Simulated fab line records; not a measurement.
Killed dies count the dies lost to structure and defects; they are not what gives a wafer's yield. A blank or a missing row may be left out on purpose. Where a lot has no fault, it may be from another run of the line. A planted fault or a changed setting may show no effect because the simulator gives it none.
Which tool did it? ; flow sky130 ; 15 lots, 45 wafers sampled, at 2 steps of a route of 708

== WHAT THE GAUGES SHOWED, per wafer ==
SKY_VIA3_BOW_MEAS_03. Usual: VIA3_BOW typically reads 83 um, with standard deviation 7.8.
lot;measured;on;VIA3_BOW (um);flag
L640;day 39 18:47;film-metro-02;83 84 97;
L641;day 39 21:48;film-metro-02;94 85 83;
L644;day 40 10:06;film-metro-02;80 68 83;
L643;day 40 10:35;film-metro-02;109 86 79;
L645;day 41 02:53;film-metro-04;84 70 74;
L646;day 41 06:20;film-metro-04;100 93 94;
L650;day 42 04:57;film-metro-03;75 81 72;
L652;day 42 18:39;film-metro-04;89 79 75;
L653;day 43 13:24;film-metro-02;81 83 87;
L654;day 43 16:32;film-metro-04;74 75 84;
L658;day 45 07:40;film-metro-02;76 79 82;
L661;day 45 12:14;film-metro-02;84 90 101;
L659;day 45 14:41;film-metro-03;93 85 74;
L662;day 45 19:17;film-metro-02;79 85 90;
L663;day 46 00:23;film-metro-02;95 93 79;

== WHICH TOOL RAN EACH LOT (tool, then ch and the chambers of the sampled wafers, then the start) ==
lot;SKY_METAL3_ETCH_16
L640;rie-metal-02 ch 1, day 39 16:59
L641;rie-metal-01 ch 1, day 39 20:20
L644;rie-metal-04 ch 0,1, day 40 08:41
L643;rie-metal-02 ch 1, day 40 09:04
L645;rie-metal-02 ch 0,1, day 41 01:28
L646;rie-metal-02 ch 0,1, day 41 04:52
L650;rie-metal-01 ch 0,1, day 42 03:29
L652;rie-metal-04 ch 0,1, day 42 17:13
L653;rie-metal-02 ch 0,1, day 43 11:59
L654;rie-metal-04 ch 0,1, day 43 15:08
L658;rie-metal-04 ch 0, day 45 06:10
L661;rie-metal-04 ch 0, day 45 10:43
L659;rie-metal-01 ch 0,1, day 45 13:05
L662;rie-metal-02 ch 0,1, day 45 17:31
L663;rie-metal-02 ch 0,1, day 45 22:53
- SKY_METAL3_ETCH_16: etches BARC in N2/H2, stops on SiO2, time 88.2 s, target depth 60 nm.

== AS READ BY THE TOOLS THEMSELVES (means over the sampled wafers that have a number; for cases with no such wafer, the mark the record gives instead) ==
SKY_METAL3_ETCH_16. Usual: chamber-pressure-mTorr 30.00 mTorr, standard deviation 0.031; drypump-motor-current-A 6.0 A, standard deviation 0.38; oes-product-au 0.625 a.u., standard deviation 0.005; throttle-valve-pct 13.203 %, standard deviation 0.0093.
lot;tool;chamber-pressure-mTorr (mTorr);drypump-motor-current-A (A);oes-product-au (a.u.);throttle-valve-pct (%);flag
L640;rie-metal-02;29.99;5.8;0.626;13.210;
L641;rie-metal-01;30.01;5.9;0.626;13.199;
L644;rie-metal-04;29.98;6.6;0.624;13.202;
L643;rie-metal-02;29.98;5.8;0.624;13.202;
L645;rie-metal-02;29.97;6.1;0.625;13.218;
L646;rie-metal-02;29.97;6.1;0.621;13.210;
L650;rie-metal-01;30.03;5.7;0.623;13.197;
L652;rie-metal-04;29.96;6.4;0.624;13.198;
L653;rie-metal-02;29.99;6.1;0.623;13.219;
L654;rie-metal-04;30.02;6.6;0.628;13.201;
L658;rie-metal-04;30.00;6.2;0.625;13.192;
L661;rie-metal-04;30.02;6.2;0.624;13.196;
L659;rie-metal-01;30.01;5.5;0.624;13.192;
L662;rie-metal-02;30.01;6.1;0.628;13.198;
L663;rie-metal-02;30.00;5.9;0.624;13.206;

== THE ANSWER, worked out from the rows above alone ==
Rule: a lot counts as off when the mean over its wafers that have a number is more than 3 standard deviations away from the usual mean. A lot without any number at a reading at which 4 lots or more have one is off too. Any other lot the step has rows for is counted as sound. First the gauges in route order, then the tools' own readings, where a lot's mean is used as printed above. At the first step where some lot is off, the reading lying furthest off is the one used; lots without a number count as furthest.
None of the lots is off at any reading shown; this tells nothing.

== WHAT THE SIMULATOR HAD INSERTED ==
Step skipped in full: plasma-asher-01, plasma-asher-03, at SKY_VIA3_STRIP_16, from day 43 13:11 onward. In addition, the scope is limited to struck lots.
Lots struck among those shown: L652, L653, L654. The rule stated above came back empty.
